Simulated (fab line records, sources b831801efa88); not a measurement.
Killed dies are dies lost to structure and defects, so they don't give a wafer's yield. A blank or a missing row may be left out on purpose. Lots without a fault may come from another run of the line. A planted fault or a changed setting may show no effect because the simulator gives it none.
A struck lot beside a sound one | flow sky130 | 24 steps out of a route of 708
Sound: wafers L929.3, L929.4, L929.6. Struck: wafers L945.2, L945.3, L945.6. The cause comes at the end.
At each step with rows: each side's tool, then ch and its chambers, then its first start. Under that, the readings that differ: sound wafers | struck wafers | difference of the means | sigmas: that difference in standard deviations of wafers without a fault.
alike: readings whose means differ by less than 2 such deviations, and words and numbers that are the same on both sides. not compared: withheld readings, readings that some wafer has no value for, bounds like >300 that may hide the same value, and numbers for which the record gives no deviation and whose values overlap.
The two part at a step that has a row with sigmas, a row that says differs or no value, or rows on one side only. Numbers that don't overlap but have no deviation are shown without sigmas and don't part them. A reading that every wafer of one side lacks parts them only if that side has two wafers or more.

first, 8 steps without rows for these wafers: SKY_RES_XHIGH_DEHYDRATE_00 (time 60 s); SKY_RES_XHIGH_HMDS_01 (prime time 60 s); SKY_RES_XHIGH_COAT_02 (resist thk 1140 nm); SKY_RES_XHIGH_SOFTBAKE_03 (time 60 s); SKY_RES_XHIGH_EXPOSE_04 (exposes mask URPM, target cd 1270 nm); SKY_RES_XHIGH_PEB_05; SKY_RES_XHIGH_DEVELOP_06 (develop time 60 s); SKY_RES_XHIGH_IMPLANT_07.
SKY_RES_XHIGH_STRIP_08: strips in O2/N2.
  sound on plasma_asher-04 ch 0,1, day 26 22:37; struck on plasma_asher-04 ch 0,1, day 32 16:05
  alike: drypump_motor_current_A, oes_product_au, strip_time_to_endpoint_s
  not compared: rf_hours_counter_h
SKY_RES_XHIGH_TW_MEAS_09:
  sound on film_metro-04, day 26 22:42; struck on film_metro-04, day 32 16:11
  alike: RES_XHIGH_TW
then, 2 steps without rows for these wafers: SKY_SD_N_DEHYDRATE_00 (time 60 s); SKY_SD_N_HMDS_01 (prime time 60 s).
SKY_SD_N_COAT_02: resist thk 1140 nm.
  sound on litho_track-02 ch 0, day 27 12:35; struck on litho_track-02 ch 0, day 33 05:31
  reading                                   | sound          | struck         | difference | sigmas
  model.NOVOLAK_of_SD_N_COAT_02.thk_nm (nm) | 1142 1144 1142 | 1026 1029 1025 | -116       |
then, 3 steps without rows for these wafers: SKY_SD_N_SOFTBAKE_03 (time 60 s); SKY_SD_N_EXPOSE_04 (exposes mask NSDM, target cd 380 nm); SKY_SD_N_PEB_05.
SKY_SD_N_DEVELOP_06: develop time 60 s.
  sound on litho_track-01 ch 0, day 28 03:03; struck on litho_track-01 ch 0, day 33 19:13
  reading                                   | sound          | struck         | difference | sigmas
  model.NOVOLAK_of_SD_N_COAT_02.thk_nm (nm) | 1142 1143 1142 | 1025 1029 1025 | -116       |
SKY_SD_N_CD_MEAS_07: target cd 380 nm.
  sound on cd_sem-02, day 28 03:11; struck on cd_sem-02, day 33 19:39
  reading    | sound             | struck            | difference | sigmas
  cd_nm (nm) | 381.2 380.3 382.7 | 392.3 391.2 389.4 | +9.6       | +3
  not compared: hold
SKY_SD_N_OVL_MEAS_08:
  sound on overlay-01, day 28 03:17; struck on overlay-01, day 33 22:46
  reading | sound | struck                                                                     | difference                   | sigmas
  hold    | - - - | await_dispo/3.0h/release await_dispo/3.0h/release await_dispo/3.0h/release | no value on the sound wafers |
  alike: SD_N_OVL
then, 2 steps without rows for these wafers: SKY_SD_N_IMPLANT_09; SKY_SD_N_IMPLANT_10.
SKY_SD_N_STRIP_11: strips in O2/N2.
  sound on plasma_asher-04 ch 0,1, day 28 03:38; struck on plasma_asher-02 ch 0,1, day 33 23:10
  reading                      | sound             | struck            | difference | sigmas
  oes_product_au (a.u.)        | 0.536 0.522 0.529 | 0.514 0.518 0.517 | -0.013     | -3
  strip_time_to_endpoint_s (s) | 22.55 22.56 22.55 | 21.26 21.31 21.24 | -1.28      | -30
  alike: drypump_motor_current_A
  not compared: rf_hours_counter_h
SKY_SD_N_TW_MEAS_12:
  sound on film_metro-01, day 28 03:43; struck on film_metro-03, day 33 23:16
  reading | sound          | struck         | difference | sigmas
  SD_N_TW | 3920 3933 3913 | 4044 4058 4066 | +134       | +3
SKY_PAD_OPEN_PROBE_99:
  the record has rows for the sound wafers here (prober-02, day 46 06:11) and none for the struck ones

WHERE THEY PART
First at SKY_SD_N_CD_MEAS_07; last, within this record, at SKY_PAD_OPEN_PROBE_99.

WHY: what the simulator had put in
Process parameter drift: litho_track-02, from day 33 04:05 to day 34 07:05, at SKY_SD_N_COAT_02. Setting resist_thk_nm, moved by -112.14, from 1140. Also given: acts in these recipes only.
